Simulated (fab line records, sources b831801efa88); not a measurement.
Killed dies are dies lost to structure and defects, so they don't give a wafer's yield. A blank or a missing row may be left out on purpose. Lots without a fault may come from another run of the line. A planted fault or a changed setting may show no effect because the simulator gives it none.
Which tool did it? | flow sky130 | 12 lots, 36 wafers sampled, at 4 steps of a route of 708

WHAT THE GAUGES READ, wafer by wafer
SKY_GATE_OXIDE_OVL_MEAS_10. Usual: GATE_OXIDE_OVL -0.2 nm, standard deviation 1.4.
lot  | measured     | on         | GATE_OXIDE_OVL (nm) | flag
L794 | day 14 05:25 | overlay-02 | 0.9 0.1 1.1         |
L795 | day 14 13:14 | overlay-01 | 0.3 -0.5 0.6        |
L796 | day 14 15:14 | overlay-02 | 1.5 0.8 2.8         |
L799 | day 16 20:44 | overlay-01 | -1.9 -0.9 0.4       |
L803 | day 18 10:15 | overlay-02 | -0.7 1.7 0.0        |
L805 | day 19 07:07 | overlay-02 | -2.0 1.6 -1.6       |
L806 | day 19 17:36 | overlay-02 | -0.4 0.7 -1.1       |
L809 | day 20 04:50 | overlay-02 | -0.7 0.2 -0.5       |
L808 | day 20 05:17 | overlay-02 | -0.5 -2.6 -1.0      |
L810 | day 20 20:31 | overlay-01 | -0.8 -1.1 -0.4      |
L813 | day 21 03:45 | overlay-02 | 1.4 1.7 1.2         |
L812 | day 21 03:47 | overlay-02 | 0.6 0.6 -0.2        |

SKY_LDD_P_TW_MEAS_11. Usual: LDD_P_TW 634, standard deviation 3.2.
lot  | measured     | on            | LDD_P_TW    | flag
L794 | day 19 12:15 | film_metro-01 | 631 636 636 |
L795 | day 19 20:01 | film_metro-02 | 643 638 639 |
L796 | day 19 22:56 | film_metro-01 | 631 631 632 |
L799 | day 22 11:28 | film_metro-01 | 633 635 636 |
L803 | day 23 21:41 | film_metro-02 | 636 636 636 |
L805 | day 24 15:49 | film_metro-01 | 635 632 631 |
L806 | day 25 04:09 | film_metro-02 | 639 635 638 |
L809 | day 25 14:58 | film_metro-02 | 635 636 639 |
L808 | day 25 16:43 | film_metro-01 | 632 633 634 |
L810 | day 26 06:03 | film_metro-02 | 582 584 583 | OFF
L813 | day 26 12:05 | film_metro-01 | 586 588 587 | OFF
L812 | day 26 14:56 | film_metro-01 | 637 632 640 |

WHICH TOOL RAN EACH LOT (tool, then ch and the chambers of the sampled wafers, then the start)
lot  | SKY_RES_PROTECT_STRIP_07             | SKY_LDD_P_IMPLANT_09
L794 | plasma_asher-01 ch 0,1, day 15 12:28 | implanter-04 ch 0, day 19 12:00
L795 | plasma_asher-04 ch 0,1, day 15 20:43 | implanter-01 ch 0, day 19 19:46
L796 | plasma_asher-01 ch 0,1, day 15 23:11 | implanter-04 ch 0, day 19 22:41
L799 | plasma_asher-04 ch 0,1, day 18 07:36 | implanter-01 ch 0, day 22 11:15
L803 | plasma_asher-01 ch 0,1, day 19 20:01 | implanter-04 ch 0, day 23 21:27
L805 | plasma_asher-01 ch 0,1, day 20 17:02 | implanter-01 ch 0, day 24 15:34
L806 | plasma_asher-01 ch 0,1, day 21 05:20 | implanter-01 ch 0, day 25 03:55
L809 | plasma_asher-04 ch 0,1, day 21 15:05 | implanter-02 ch 0, day 25 14:45
L808 | plasma_asher-03 ch 0,1, day 21 17:16 | implanter-04 ch 0, day 25 16:28
L810 | plasma_asher-04 ch 0,1, day 22 08:01 | implanter-01 ch 0, day 26 05:49
L813 | plasma_asher-01 ch 1, day 22 14:07   | implanter-01 ch 0, day 26 11:51
L812 | plasma_asher-01 ch 0,1, day 22 16:06 | implanter-04 ch 0, day 26 14:43
- SKY_RES_PROTECT_STRIP_07: strips in O2/N2.
- SKY_LDD_P_IMPLANT_09

WHAT THE TOOLS THEMSELVES READ (means of the sampled wafers that have a number; where no wafer has one, the mark that the record gives instead)
SKY_RES_PROTECT_STRIP_07. Usual: drypump_motor_current_A 5.5 A, standard deviation 0.39; oes_product_au 0.517 a.u., standard deviation 0.0047; strip_time_to_endpoint_s 23.31 s, standard deviation 0.04.
lot  | tool            | drypump_motor_current_A (A) | oes_product_au (a.u.) | strip_time_to_endpoint_s (s) | flag
L794 | plasma_asher-01 | 5.2                         | 0.518                 | 23.31                        |
L795 | plasma_asher-04 | 5.4                         | 0.518                 | 23.28                        |
L796 | plasma_asher-01 | 5.5                         | 0.516                 | 23.32                        |
L799 | plasma_asher-04 | 5.4                         | 0.522                 | 23.28                        |
L803 | plasma_asher-01 | 5.4                         | 0.520                 | 23.28                        |
L805 | plasma_asher-01 | 5.2                         | 0.519                 | 23.32                        |
L806 | plasma_asher-01 | 5.5                         | 0.517                 | 23.37                        |
L809 | plasma_asher-04 | 5.6                         | 0.519                 | 23.34                        |
L808 | plasma_asher-03 | 5.9                         | 0.517                 | 23.32                        |
L810 | plasma_asher-04 | 5.6                         | 0.522                 | 23.36                        |
L813 | plasma_asher-01 | 5.7                         | 0.519                 | 23.29                        |
L812 | plasma_asher-01 | 5.2                         | 0.519                 | 23.30                        |

SKY_LDD_P_IMPLANT_09. Usual: beam_energy_keV 25.001, standard deviation 0.0092; beam_on_s 10.00 s, standard deviation 0.2; faraday_current_uA 56.4, standard deviation 1.1.
lot  | tool         | beam_energy_keV | beam_on_s (s) | faraday_current_uA | flag
L794 | implanter-04 | 25.004          | 9.96          | 56.7               |
L795 | implanter-01 | 24.987          | 9.78          | 57.7               |
L796 | implanter-04 | 25.003          | 10.16         | 55.6               |
L799 | implanter-01 | 24.994          | 9.86          | 57.2               |
L803 | implanter-04 | 25.007          | 10.11         | 55.9               |
L805 | implanter-01 | 25.011          | 9.85          | 57.1               |
L806 | implanter-01 | 24.995          | 10.00         | 56.3               |
L809 | implanter-02 | 24.995          | 10.05         | 56.1               |
L808 | implanter-04 | 24.993          | 10.01         | 56.3               |
L810 | implanter-01 | 24.989          | 7.66          | 73.6               | OFF
L813 | implanter-01 | 25.001          | 7.78          | 72.4               | OFF
L812 | implanter-04 | 25.003          | 9.90          | 57.1               |

THE ANSWER, worked out from the rows above alone
Rule: a lot is off if the mean of its wafers that have a number lies more than 3 standard deviations from the usual mean. A lot without any number at a reading at which 4 lots or more have one is off too. The other lots that the step has rows for count as sound. The gauges are gone through in route order, then the tools' own readings, and for those a lot's mean is taken as printed above. The first step at which some lot is off is used, and at that step the reading that is off furthest; a lot without a number counts as furthest.
Off: L810, L813, at SKY_LDD_P_TW_MEAS_11 (LDD_P_TW).
A tool fits if, at a process step before that reading, it ran every lot that is off, and no sound lot after the first of them. The gauges at SKY_LDD_P_TW_MEAS_11 aren't tried: what is off there is off at SKY_LDD_P_IMPLANT_09 too, on other tools, and a gauge's error can't cause that. One fits: implanter-01 at SKY_LDD_P_IMPLANT_09. Its last sound lot is L806 (day 25 03:55), its first lot that is off L810 (day 26 05:49): a fault that began between those two fits.
The tool's own readings at SKY_LDD_P_IMPLANT_09 bear it out: on the lots that are off they differ by more than 5 times the standard deviation of the sound lots' means. beam_on_s reads 7.72 s there against 9.97 s on the sound lots; faraday_current_uA reads 73.0 there against 56.6 on the sound lots.

WHAT THE SIMULATOR HAD PUT IN
Process parameter drift: implanter-01, from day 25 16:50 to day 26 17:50, at SKY_LDD_P_IMPLANT_09. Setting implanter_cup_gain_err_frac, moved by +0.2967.
Lots struck among those shown: L810, L813. The rule above found the same.
